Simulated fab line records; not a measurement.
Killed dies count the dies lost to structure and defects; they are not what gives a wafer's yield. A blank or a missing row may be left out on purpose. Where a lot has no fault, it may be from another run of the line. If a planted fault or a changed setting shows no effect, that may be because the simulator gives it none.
Comparing a struck lot with a sound one / flow sky130 / 43 out of 708 route steps
Sound: these wafers, L225.2, L225.3, L225.5. Struck: wafers L227.4, L227.5, L227.6. The cause comes at the end.
At each step with rows: each side's tool, then ch and its chambers, then its first start. Under that, the readings that differ: sound wafers / struck wafers / difference of the means / sigmas: that difference in standard deviations of wafers without a fault.
alike: readings with means less than 2 such deviations apart, plus words and numbers identical on both sides. not compared: withheld readings, readings lacking a value on some wafer, bounds such as >300 that could conceal the same value, and numbers that have no deviation in the record and whose values overlap.
Wherever a step has rows on one side only, a row that says differs or no value, or a row with sigmas, the two part there. When numbers do not overlap yet have no deviation, they are printed without sigmas and do not part them. A reading that every wafer of one side lacks parts them only if that side has two wafers or more.

first, 3 steps without rows for these wafers: SKY_VIA2_STRIP_17 (strips in post etch residue remover, time 1200 s); SKY_VIA2_CLEAN_18 (cleans in IPA, time 180 s); SKY_VIA2_CLEAN_19 (cleans in O3/DIW).
SKY_VIA2_SPUTTER_20: material TiN, target thk 20 nm, time 80 s.
  sound: pvd_sputter-01 at day 36 18:19; struck: pvd_sputter-01 at day 37 07:55
  alike: throttle_valve_pct
then, 1 step without rows for these wafers: SKY_VIA2_CVD_21 (deposits W, target thk 420 nm, time 126.4 s).
SKY_VIA2_RS_MEAS_22: the measuring method here is four-point-probe.
  sound: film_metro-04 at day 36 18:31; struck: film_metro-01 at day 37 08:10
  alike: VIA2_W_RS
SKY_VIA2_THK_MEAS_23: measures by xrf.
  sound: film_metro-04 at day 36 18:38; struck: film_metro-01 at day 37 08:16
  alike: VIA2_W_THK
SKY_VIA2_CMP_24: polishes, stops on SiO2, t overpolish 20 s, target thk 0 nm.
  sound on cmp-01 ch 1,3, day 36 18:44; struck on cmp-01 ch 2,3, day 37 08:17
  alike: motor_current_A, overpolish_run_s, time_to_endpoint_s
SKY_METAL3_SPUTTER_00: material Ti, target thk 15 nm, time 10 s.
  sound: pvd_sputter-03 at day 36 18:59; struck: pvd_sputter-03 at day 37 08:35
  alike: throttle_valve_pct
then, 1 step without rows for these wafers: SKY_METAL3_SPUTTER_01 (material TiN, target thk 20 nm, time 16.7 s).
SKY_METAL3_SPUTTER_02: material AlCu, target thk 735 nm, time 39.1 s.
  sound: pvd_sputter-03 at day 36 19:01; struck: pvd_sputter-03 at day 37 08:38
  alike: throttle_valve_pct
then, 1 step without rows for these wafers: SKY_METAL3_SPUTTER_03 (material Ti, target thk 5 nm, time 3.3 s).
SKY_METAL3_SPUTTER_04: material TiN, target thk 70 nm, time 58.3 s.
  sound: pvd_sputter-03 at day 36 19:05; struck: pvd_sputter-03 at day 37 08:41
  alike: throttle_valve_pct
then, 1 step without rows for these wafers: SKY_CAPM_CVD_00 (deposits SiO2, target thk 15.5 nm).
SKY_CAPM_THK_MEAS_01:
  sound: film_metro-03 at day 36 19:10; struck: film_metro-01 at day 37 08:47
  alike: CAPM_CVD_00_THK
then, 1 step without rows for these wafers: SKY_CAPM_SPUTTER_02 (material TiN, target thk 200 nm, time 166.7 s).
SKY_CAPM_RS_MEAS_03: the measuring method here is four-point-probe.
  sound: film_metro-01 at day 36 19:20; struck: film_metro-02 at day 37 08:59
  alike: CAPM_TIN_RS
SKY_CAPM_THK_MEAS_04: measures by xrf.
  sound: film_metro-01 at day 36 19:27; struck: film_metro-02 at day 37 09:05
  alike: CAPM_TIN_THK
then, 7 steps without rows for these wafers: SKY_CAPM_DEHYDRATE_05 (time 60 s); SKY_CAPM_HMDS_06 (prime time 60 s); SKY_CAPM_COAT_07 (resist thk 1140 nm); SKY_CAPM_SOFTBAKE_08 (time 60 s); SKY_CAPM_EXPOSE_09 (exposes mask CAPM, target cd 1000 nm); SKY_CAPM_PEB_10; SKY_CAPM_DEVELOP_11 (develop time 60 s).
SKY_CAPM_OVL_MEAS_12:
  sound: overlay-01 at day 37 21:47; struck: overlay-01 at day 38 11:58
  alike: CAPM_OVL
SKY_CAPM_METAL_ETCH_13: etches TiN in Cl2/BCl3, stops on SiO2, target depth 220 nm, time 62.9 s.
  sound on rie_metal-04 ch 0,1, day 37 21:49; struck on rie_metal-02 ch 0,1, day 38 12:01
  alike: bias_w, drypump_motor_current_A, oes_product_au, throttle_valve_pct
  not compared: rf_hours_counter_h
then, 12 steps without rows for these wafers: SKY_CAPM_STRIP_14 (strips in O2/N2); SKY_CAPM_STRIP_15 (strips in post etch residue remover, time 1200 s); SKY_CAPM_CLEAN_16 (cleans in IPA, time 180 s); SKY_CAPM_CLEAN_17 (cleans in O3/DIW); SKY_METAL3_DEHYDRATE_05 (time 60 s); SKY_METAL3_HMDS_06 (prime time 60 s); SKY_METAL3_COAT_07 (resist thk 60 nm); SKY_METAL3_COAT_08 (resist thk 1140 nm); SKY_METAL3_SOFTBAKE_09 (time 90 s); SKY_METAL3_EXPOSE_10 (exposes mask MM3, target cd 300 nm); SKY_METAL3_PEB_11; SKY_METAL3_DEVELOP_12 (develop time 60 s).
SKY_METAL3_CD_MEAS_13 targets a cd of 300 nm.
  sound: cd_sem-01 at day 39 01:05; struck: cd_sem-02 at day 39 14:25
  alike: cd_nm
SKY_METAL3_OVL_MEAS_14:
  sound: overlay-01 at day 39 01:12; struck: overlay-02 at day 39 14:29
  alike: METAL3_OVL
then, 1 step without rows for these wafers: SKY_METAL3_DESCUM_15 (chemistry O2, time 8 s).
-- the record jumps here: 7 days lie between the struck wafers' starts before and after (it left off in module METAL3 and takes up again in module PAD_OPEN, whose first step shown is number 708 of the route) --
SKY_PAD_OPEN_PROBE_99:
  sound: prober-01 at day 46 02:40; struck: prober-01 at day 46 22:32
reading=defect_limited_yield (%); sound=80.3 81.5 83.1; struck=76.4 71.1 78.7; difference=-6.2; sigmas=-3
reading=killed_at_M0_to_M3; sound=45 46 40; struck=68 109 76; difference=+41; sigmas=+6
reading=killed_dies; sound=97 91 83; struck=116 142 105; difference=+31; sigmas=+3
reading=sort_bin_3_pad_short (%); sound=0.2 1.2 1.0; struck=1.8 4.9 2.4; difference=+2.2; sigmas=+5
reading=sort_bin_5_function (%); sound=14.2 9.8 8.5; struck=14.8 16.5 10.6; difference=+3.1; sigmas=+2
reading=sort_n_pass; sound=395 401 409; struck=376 350 387; difference=-31; sigmas=-3
reading=sort_yield_pct (%); sound=80.3 81.5 83.1; struck=76.4 71.1 78.7; difference=-6.2; sigmas=-3
reading=model.etest.tester.sort_n_pass; sound=395 401 409; struck=376 350 387; difference=-31; sigmas=
reading=model.etest.tester.sort_yield_pct (%); sound=80.28 81.5 83.13; struck=76.42 71.14 78.66; difference=-6.23; sigmas=
reading=model.etest.tester.sort_bin_3_pct (%); sound=0.2033 1.22 1.016; struck=1.829 4.878 2.439; difference=+2.236; sigmas=
  alike: killed_at_M4_up, killed_at_contacts, killed_at_front_end, killed_at_other, killed_open, killed_short, sort_bin_6_memory
  not compared: model.etest.tester.sort_bin_5_pct

WHERE THEY PART
SKY_PAD_OPEN_PROBE_99 only, going by this record.

WHY: the cause the simulator had injected
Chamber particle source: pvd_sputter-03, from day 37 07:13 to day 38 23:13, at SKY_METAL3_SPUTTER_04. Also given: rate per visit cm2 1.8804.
